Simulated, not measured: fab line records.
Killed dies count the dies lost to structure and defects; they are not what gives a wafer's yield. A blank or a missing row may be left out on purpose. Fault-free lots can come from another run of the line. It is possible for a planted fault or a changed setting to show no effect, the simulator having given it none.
Code-filled problem report in 8D (eight disciplines) form    flow sky130    the parts of the form that need people (team, actions taken, sign-off) are left out

## 1. PROBLEM STATEMENT
cd nm at SKY_CONTACT_CD_MEAS_14 reads a mean of 154.3 nm on 9 wafers of 3 lots; wafers without a fault read 169.8 nm with a standard deviation of 1.3. That puts it -12 standard deviations away from the usual mean.
The step: target cd 170 nm.
Earliest sighting: wafer L497.2 on cd sem-02 at day 34 06:35. The record holds 36 wafers of 12 lots with a number at this step. Rule for "out", or "out of limits": more than 4 standard deviations from the usual mean. All remaining wafers that have a number are taken as sound.

## 2. WHAT THIS IS AND IS NOT
question                     is                      is not
which readings at this step  cd nm                   -
which lots                   L497, L499, L504        L488, L490, L491, L493, L494, L495, L498, L509, L510
which wafers of those lots   all that have a number  -
read on which gauges         cd sem-01, cd sem-02    -
when                         from day 34 06:35       up to then (18 sound wafers); but 9 sound wafers of L498, L509, L510 came after

## 3. WHAT RULES OUT EACH SUSPECT
Counting: a tool at a process step up to the reading stays a suspect if it ran every lot that is out and no sound lot after the first of them.
- the gauge at SKY_CONTACT_CD_MEAS_14: ruled out. Those wafers that are out were read across 2 gauges (cd sem-01, cd sem-02).
- krf scanner-02 at SKY_CONTACT_EXPOSE_11 (exposes mask CTM1, target cd 170 nm): kept. It processed each lot that is out, first L497 at day 33 17:43, and no sound lot thereafter; up to then, the last sound lot it processed was L495 at day 33 13:14. Its own readings are out on those wafers: exposure dose mJ cm2.
The count leaves krf scanner-02 at SKY_CONTACT_EXPOSE_11.

## 4. THE CAUSE (what the simulator had put in)
Process parameter drift: krf scanner-02, from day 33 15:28 on, at SKY_CONTACT_EXPOSE_11. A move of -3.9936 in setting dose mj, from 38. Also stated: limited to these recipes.
Only this tool survived the counting.

## 5. THE EFFECT CHAIN, in route order
One row per reading whose mean, taken over the struck wafers that have a number, lies over 3 standard deviations from the usual. Only readings for which the record gives a usual standard deviation are gone through. hours: the time from each lot's start at the first step in this table that gives one to its start at this step, as a median over the lots. sigmas: the change in usual standard deviations.
hours  step                    reading               usual     on struck wafers  change  sigmas
0      SKY_CONTACT_EXPOSE_11   exposure dose mJ cm2  37.99     34.77             -3.22   -80
13     SKY_CONTACT_CD_MEAS_14  cd nm                 169.8 nm  154.3             -15.5   -12
It contains these process steps:
- SKY_CONTACT_EXPOSE_11: exposes mask CTM1, target cd 170 nm.

## 6. WHAT WOULD HAVE CAUGHT IT SOONER
Counted from the fault's start at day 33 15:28, it took 15 hours until the first out-of-limits reading at a measuring or inspecting step in this record, taken at day 34 06:35.
Tool's own readings at SKY_CONTACT_EXPOSE_11, exposure dose mJ cm2: out on all struck wafers the step has rows for; an alarm limit on them would have tripped on the first.
L499, L504, from the lots that are out (3), started SKY_CONTACT_EXPOSE_11 on krf scanner-02 later than day 34 06:35. A hold on the tool at that time would have spared those 2.
